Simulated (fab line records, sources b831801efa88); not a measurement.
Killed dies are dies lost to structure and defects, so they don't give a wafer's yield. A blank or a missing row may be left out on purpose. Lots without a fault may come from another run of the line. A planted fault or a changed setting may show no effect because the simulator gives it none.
A struck lot beside a sound one | flow gf180mcu | 15 steps out of a route of 602
Sound: wafers L957.1, L957.2, L957.4. Struck: wafers L966.1, L966.2, L966.6. The cause comes at the end.
At each step with rows: each side's tool, then ch and its chambers, then its first start. Under that, the readings that differ: sound wafers | struck wafers | difference of the means | sigmas: that difference in standard deviations of wafers without a fault.
alike: readings whose means differ by less than 2 such deviations, and words and numbers that are the same on both sides. not compared: withheld readings, readings that some wafer has no value for, bounds like >300 that may hide the same value, and numbers for which the record gives no deviation and whose values overlap.
The two part at a step that has a row with sigmas, a row that says differs or no value, or rows on one side only. Numbers that don't overlap but have no deviation are shown without sigmas and don't part them. A reading that every wafer of one side lacks parts them only if that side has two wafers or more.

first, 7 steps without rows for these wafers: GF_STI_DEHYDRATE_05 (time 60 s); GF_STI_HMDS_06 (prime time 60 s); GF_STI_COAT_07 (resist thk 700 nm); GF_STI_SOFTBAKE_08 (time 60 s); GF_STI_EXPOSE_09 (exposes mask COMP, target cd 220 nm); GF_STI_PEB_10 (peb time 90 s); GF_STI_DEVELOP_11 (develop time 60 s).
GF_STI_CD_MEAS_12: target cd 220 nm.
  sound on cd_sem-02, day 2 01:25; struck on cd_sem-01, day 3 23:02
  alike: cd_nm
GF_STI_ETCH_13: etches the open film in CHF3/O2, stops on Si, target depth 282.31 nm, time 112.9 s.
  sound on rie_diel-02 ch 0,1,2, day 2 01:32; struck on rie_diel-04 ch 0,1, day 3 23:09
  alike: chf3_flow_sccm, drypump_motor_current_A, oes_product_au, throttle_valve_pct
  not compared: rf_hours_counter_h
GF_STI_ETCH_14: etches Si in HBr/Cl2/O2, target depth 360 nm, time 102.9 s.
  sound on rie_si-02 ch 1,2,3, day 2 01:37; struck on rie_si-02 ch 0,1,2, day 3 23:14
  alike: drypump_motor_current_A, oes_product_au, throttle_valve_pct
  not compared: rf_hours_counter_h
GF_STI_STRIP_15: strips in O2/N2.
  sound on plasma_asher-03 ch 0,1, day 2 01:41; struck on plasma_asher-02 ch 0,1, day 3 23:19
  alike: drypump_motor_current_A, heater_power_w, oes_product_au, strip_time_to_endpoint_s
  not compared: rf_hours_counter_h
then, 1 step without rows for these wafers: GF_STI_CLEAN_16 (cleans in dHF, time 25 s).
GF_STI_WET_ETCH_17: etches Si3N4 in H3PO4, target depth 45 nm, time 514 s.
  sound on wet_bench-01 ch 1, day 2 01:49; struck on wet_bench-01 ch 0, day 3 23:25
  reading               | sound                | struck               | difference | sigmas
  bath_guard_temp_C (C) | 160.0 160.2 160.1    | 162.9 162.6 162.7    | +2.6       | +5
  temp_c (C)            | 159.82 159.78 159.98 | 161.47 161.32 161.33 | +1.51      | +10
then, 1 step without rows for these wafers: GF_STI_CLEAN_18 (cleans in SC1/SC2, time 150 s).
-- the record jumps here: 28 days lie between the struck wafers' starts before and after (it left off in module STI and takes up again in module PASSIVATION, whose first step shown is number 602 of the route) --
GF_PASSIVATION_PROBE_99:
  the record has rows for the struck wafers here (prober-01, day 31 15:49) and none for the sound ones

WHERE THEY PART
First at GF_STI_WET_ETCH_17; last, within this record, at GF_PASSIVATION_PROBE_99.

WHY: what the simulator had put in
Process parameter drift: wet_bench-01, from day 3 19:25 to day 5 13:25, at GF_STI_WET_ETCH_17. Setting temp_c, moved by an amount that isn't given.
